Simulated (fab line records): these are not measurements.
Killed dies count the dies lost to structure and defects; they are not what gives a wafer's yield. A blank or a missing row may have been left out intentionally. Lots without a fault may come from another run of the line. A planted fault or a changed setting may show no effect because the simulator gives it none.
Split-lot study	flow gf180mcu	5 lots, 23 wafers read, on a route of 602 steps

ON THE SPLIT
At GF_V3_EXPOSE_11 (exposes mask Via3, target cd 260 nm), the setting dose mj was moved away from the recipe's 38 on 8 of the 23 wafers read, by -3.4% to +4.4%. The other wafers ran this setting at the recipe's value.

FROM THE SPLIT TO THE READING: what the file shows between them, 2 steps
- GF_V3_PEB_12: peb time 90 s
- GF_V3_DEVELOP_13: develop time 60 s

THE READING
At GF_V3_CD_MEAS_14: cd nm in nanometres, against a target cd of 260 nm. On this fab line, fault-free wafers typically give 260.4 nm with a standard deviation of 1.1 nm.

wafer	tool, chamber at the split	dose mj as run	against the recipe	cd nm, nm	against lot-mates on the recipe
L074.1	krf scanner-01, 0	38	recipe	262.1	-
L074.3	krf scanner-01, 0	38	recipe	260.8	-
L074.4	krf scanner-01, 0	38	recipe	261.6	-
L074.5	krf scanner-01, 0	38	recipe	261.8	-
L074.6	krf scanner-01, 0	38	recipe	261.4	-
L076.1	krf scanner-01, 0	38.97	+2.6%	264.7	+4.9
L076.2	krf scanner-01, 0	38.97	+2.6%	263.3	+3.6
L076.3	krf scanner-01, 0	38	recipe	259.0	-
L076.5	krf scanner-01, 0	38	recipe	260.5	-
L076.6	krf scanner-01, 0	38.97	+2.6%	263.8	+4.1
L078.1	krf scanner-01, 0	38	recipe	261.3	-
L078.2	krf scanner-01, 0	39.67	+4.4%	267.3	+6.0
L078.3	krf scanner-01, 0	38	recipe	261.0	-
L078.4	krf scanner-01, 0	38	recipe	261.6	-
L078.5	krf scanner-01, 0	39.67	+4.4%	267.6	+6.3
L083.1	krf scanner-01, 0	38	recipe	261.2	-
L083.2	krf scanner-01, 0	36.69	-3.4%	254.6	-6.7
L083.3	krf scanner-01, 0	38	recipe	261.3	-
L083.4	krf scanner-01, 0	36.69	-3.4%	255.1	-6.2
L083.6	krf scanner-01, 0	36.69	-3.4%	254.8	-6.4
L084.1	krf scanner-01, 0	38	recipe	261.0	-
L084.4	krf scanner-01, 0	38	recipe	260.8	-
L084.6	krf scanner-01, 0	38	recipe	261.2	-

FIT RESULTS
A straight line over all 23 wafers: cd nm changes by +1.54 nm for each +1% of dose mj; r = +0.97; the points scatter about the line by 0.79 nm.
The same after taking each lot's own level away (the mean of its wafers on the recipe; 23 wafers): +1.64 nm for each +1%; r = +0.99; scatter 0.56 nm.
According to that fit, moving dose mj by its largest amount changes the reading by 7.2 nm.
The span of the lots' own levels, 259.75 to 261.54 nm, comes to 1.6 times the standard deviation stated above.
Consequently the slope shifts little with the lot-to-lot level, the two slopes agreeing.
Check: +7.3 nm against its lot-mates is what the line predicts for one of the wafers moved furthest among these (+4.4%) when that wafer is left out of the fit. It came out at +6 nm against them.

THESE WAFERS: OTHER SPLITS
Before the reading, these wafers also passed through other splits. Each is held against what the fit with the lots' levels taken away leaves over:
other split on the same wafers	wafers away from the commonest value	r with cd nm (lot level and that fit taken away)
GF_M1_SPUTTER_01 time s	8	+0.16
GF_M1_METAL_ETCH_16 bias w	7	-0.23
GF_V1_CMP_04 leave above ref nm	5	+0.07
GF_V1_PEB_12 peb temp c	8	-0.08
GF_V1_SPUTTER_21 time s	10	-0.05
GF_V2_COAT_09 resist thk nm	10	-0.11
GF_V2_ETCH_16 bias w	8	-0.18
GF_V2_SPUTTER_21 chamber pressure pa	15	+0.14
GF_M3_SPUTTER_03 time s	9	+0.05
GF_V3_CMP_04 leave above ref nm	8	+0.05

THE WHOLE CHAIN: every reading that the file lists as answering this split, in the file's order
step	what it does	reading	change (the file's fit)	r (the file's)
GF_V3_CD_MEAS_14	target cd 260 nm	cd nm	+1.58 nm for each +1% of the setting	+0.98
GF_V3_ETCH_16	etches BARC in N2/H2	V3.cd nm (the simulator's own value, which no gauge read)	+1.57 nm for each +1% of the setting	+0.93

THE FILE'S OWN FIT
cd nm changes by +1.58 nm for each +1% of dose mj, r = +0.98.
